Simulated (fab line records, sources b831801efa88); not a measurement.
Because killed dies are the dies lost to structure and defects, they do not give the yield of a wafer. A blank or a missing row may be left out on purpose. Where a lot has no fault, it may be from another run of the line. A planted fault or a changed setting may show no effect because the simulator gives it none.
Matching of chambers ; flow gf180mcu ; 4 sister chambers for GF_POLY_GATE_ETCH_13 on rieSi-02
The step etches poly-Si in HBr/Cl2, stops on SiO2, target depth 198.5 nm, time 69.6 s. 4 wafers are shown with their chamber, then 8 later ones without.

EACH WAFER AND ITS CHAMBER
wafer;chamber;drypumpMotorCurrentA (A)
L571.4;0;6.4
L571.5;1;6.5
L585.5;3;6.1
L586.3;2;6.8

WAFERS WITHOUT THEIR CHAMBER
wafer;drypumpMotorCurrentA (A)
L586.5;6.4
L586.6;6.5
L588.2;6.1
L588.4;6.4
L588.6;6.5
L589.2;6.1
L589.3;6.7
L589.6;6.4

CHAMBER TAKEN BY EACH
wafer;from the rows above;in truth
L586.5;0;0
L586.6;1;1
L588.2;3;3
L588.4;0;0
L588.6;1;1
L589.2;3;3
L589.3;2;2
L589.6;0;0
Correctly placed: 8 of 8. Left unplaced by these rows: 0. Wrongly placed: 0.
How it was worked out, from the rows above alone: a wafer's distance from a chamber is the root of the sum, over the readings, of the square of ((its reading less the chamber's mean) divided by the reading's scatter). The wafer belongs to the nearest chamber; if the next one is less than 2 further off, it can't be placed. Each chamber's mean is taken over the wafers shown for it. The scatter: root of mean squared gap, hidden wafer to nearest shown wafer, with one shown wafer a chamber.
